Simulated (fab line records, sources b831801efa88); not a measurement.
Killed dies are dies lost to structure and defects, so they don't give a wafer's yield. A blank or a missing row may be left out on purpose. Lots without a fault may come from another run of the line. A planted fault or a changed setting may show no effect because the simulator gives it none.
Chamber matching | flow gf180mcu | GF_V3_CMP_26 on cmp-01: 4 sister chambers
The step polishes, stops on SiO2, t overpolish 15 s, target thk 0 nm. 4 wafers are shown with their chamber, then 12 later ones without.

WAFERS WITH THEIR CHAMBER
wafer  | chamber | motor_current_A (A)
L083.6 | 0       | 10.4
L092.2 | 3       | 12.2
L093.1 | 1       | 11.5
L093.5 | 2       | 10.0

WAFERS WITHOUT THEIR CHAMBER
wafer  | motor_current_A (A)
L094.1 | 10.7
L094.4 | 10.2
L094.5 | 12.3
L095.4 | 11.0
L095.5 | 10.8
L095.6 | 11.3
L096.4 | 10.6
L096.5 | 10.8
L096.6 | 10.7
L097.1 | 10.3
L097.4 | 11.8
L097.5 | 9.9

WHICH CHAMBER EACH WENT THROUGH
wafer  | from the rows above          | in truth
L094.1 | can't be placed: 0 or 2 or 1 | 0
L094.4 | can't be placed: 2 or 0      | 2
L094.5 | 3                            | 3
L095.4 | can't be placed: 1 or 0 or 2 | 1
L095.5 | can't be placed: 0 or 1 or 2 | 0
L095.6 | 1                            | 1
L096.4 | can't be placed: 0 or 2      | 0
L096.5 | can't be placed: 0 or 1 or 2 | 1
L096.6 | can't be placed: 0 or 2 or 1 | 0
L097.1 | can't be placed: 0 or 2      | 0
L097.4 | can't be placed: 1 or 3      | 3
L097.5 | can't be placed: 2 or 0      | 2
Placed correctly: 2 of 12. Can't be placed from these rows: 10 (the true chamber is among the candidates in 10). Placed wrongly: 0.
How it was worked out, from the rows above alone: a wafer's distance from a chamber is the root of the sum, over the readings, of the square of ((its reading less the chamber's mean) divided by the reading's scatter). The wafer belongs to the nearest chamber; if the next one is less than 2 further off, it can't be placed. A chamber's mean is the mean of its shown wafers. The scatter: with one shown wafer a chamber, the root of the mean of the squares of how far each hidden wafer lies from its nearest shown one.
